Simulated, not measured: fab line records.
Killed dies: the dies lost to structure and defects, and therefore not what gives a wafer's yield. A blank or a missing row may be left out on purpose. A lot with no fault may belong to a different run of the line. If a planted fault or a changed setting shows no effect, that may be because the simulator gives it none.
Matching of chambers || flow gf180mcu || GF_V3_CVD_00 on hdpcvd-02: 3 sister chambers
The step deposits SiO2, target thk 600 nm, time 100 s. 6 wafers are shown with their chamber, then 7 later ones without.

== WAFERS PAIRED WITH THEIR CHAMBERS ==
{"wafer": "L140.1", "chamber": 1, "sih4 flow sccm (sccm)": 60.06}
{"wafer": "L144.1", "chamber": 0, "sih4 flow sccm (sccm)": 60.04}
{"wafer": "L144.5", "chamber": 1, "sih4 flow sccm (sccm)": 59.89}
{"wafer": "L144.6", "chamber": 0, "sih4 flow sccm (sccm)": 59.83}
{"wafer": "L156.2", "chamber": 2, "sih4 flow sccm (sccm)": 60.03}
{"wafer": "L156.5", "chamber": 2, "sih4 flow sccm (sccm)": 59.83}

== WAFERS MISSING THEIR CHAMBER ==
{"wafer": "L156.6", "sih4 flow sccm (sccm)": 59.90}
{"wafer": "L157.3", "sih4 flow sccm (sccm)": 59.46}
{"wafer": "L157.4", "sih4 flow sccm (sccm)": 59.51}
{"wafer": "L157.5", "sih4 flow sccm (sccm)": 59.90}
{"wafer": "L158.1", "sih4 flow sccm (sccm)": 60.08}
{"wafer": "L158.2", "sih4 flow sccm (sccm)": 60.01}
{"wafer": "L158.3", "sih4 flow sccm (sccm)": 60.15}

== WHICH CHAMBER EACH ONE RAN IN ==
{"wafer": "L156.6", "from the rows above": "can't be placed: 2 or 0 or 1", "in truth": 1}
{"wafer": "L157.3", "from the rows above": "can't be placed: 2 or 0 or 1", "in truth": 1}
{"wafer": "L157.4", "from the rows above": "can't be placed: 2 or 0 or 1", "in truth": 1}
{"wafer": "L157.5", "from the rows above": "can't be placed: 2 or 0 or 1", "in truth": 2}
{"wafer": "L158.1", "from the rows above": "can't be placed: 1 or 0 or 2", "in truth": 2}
{"wafer": "L158.2", "from the rows above": "can't be placed: 1 or 0 or 2", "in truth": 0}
{"wafer": "L158.3", "from the rows above": "can't be placed: 1 or 0 or 2", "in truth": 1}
Correctly placed: 0 of 7. Not placeable from these rows: 7 (in 7, the candidates include the true chamber). 0 placed wrongly.
How it was worked out, from the rows above alone: a wafer's distance from a chamber is the root of the sum, over the readings, of the square of ((its reading less the chamber's mean) divided by the reading's scatter). The wafer belongs to the nearest chamber; if the next one is less than 2 further off, it can't be placed. For every chamber, the mean is computed from those of its wafers that are shown. The scatter: the root of (the sum of the squares of (reading less its chamber's mean) over the shown wafers, divided by (wafers less chambers)).
